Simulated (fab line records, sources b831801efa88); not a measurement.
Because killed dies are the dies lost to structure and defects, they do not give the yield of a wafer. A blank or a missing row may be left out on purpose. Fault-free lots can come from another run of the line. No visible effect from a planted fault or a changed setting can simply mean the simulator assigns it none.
Which tool did it? -- flow sky130 -- 12 lots, 36 wafers sampled, at 1 step of a route of 708

## WHAT THE GAUGES SHOWED, per wafer
SKY_CONTACT_BOW_MEAS_05.
lot,measured,on,CONTACT_BOW (um)
L075,day 30 10:16,film metro-03,86 80 87
L077,day 31 07:03,film metro-04,77 76 86
L078,day 31 17:13,film metro-02,84 78 88
L081,day 32 18:15,film metro-04,76 77 78
L083,day 33 01:15,film metro-03,73 74 92
L085,day 33 23:37,film metro-04,81 92 81
L087,day 34 07:21,film metro-02,88 89 102
L089,day 35 00:33,film metro-04,80 79 76
L091,day 35 23:42,film metro-03,86 80 90
L093,day 36 08:04,film metro-04,83 72 78
L096,day 37 03:38,film metro-04,90 85 87
L097,day 37 17:56,film metro-02,76 76 87

## WHICH TOOL RAN EACH LOT (tool, then ch and the chambers of the sampled wafers, then the start)
Before these readings, the record contains no process step.

## THE ANSWER, worked out from the rows above alone
Rule: the lots themselves supply what counts as usual. Put in order of their means at a reading, lots are off if they are a third of the lots or fewer, leave a main group of 4 or more, and stand apart from it by a gap of 3 or more times the standard deviation of the main group's means; of several such gaps the widest counts. The tables above print the reading to a certain number of digits; a main group whose means all agree to those digits is not used. A lot without any number at a reading at which 4 lots or more have one is off too. Where the step has rows for the other lots, those lots are counted as sound.
Nothing can be told from this: no lot is off at any reading shown.

## WHAT THE SIMULATOR PUT IN
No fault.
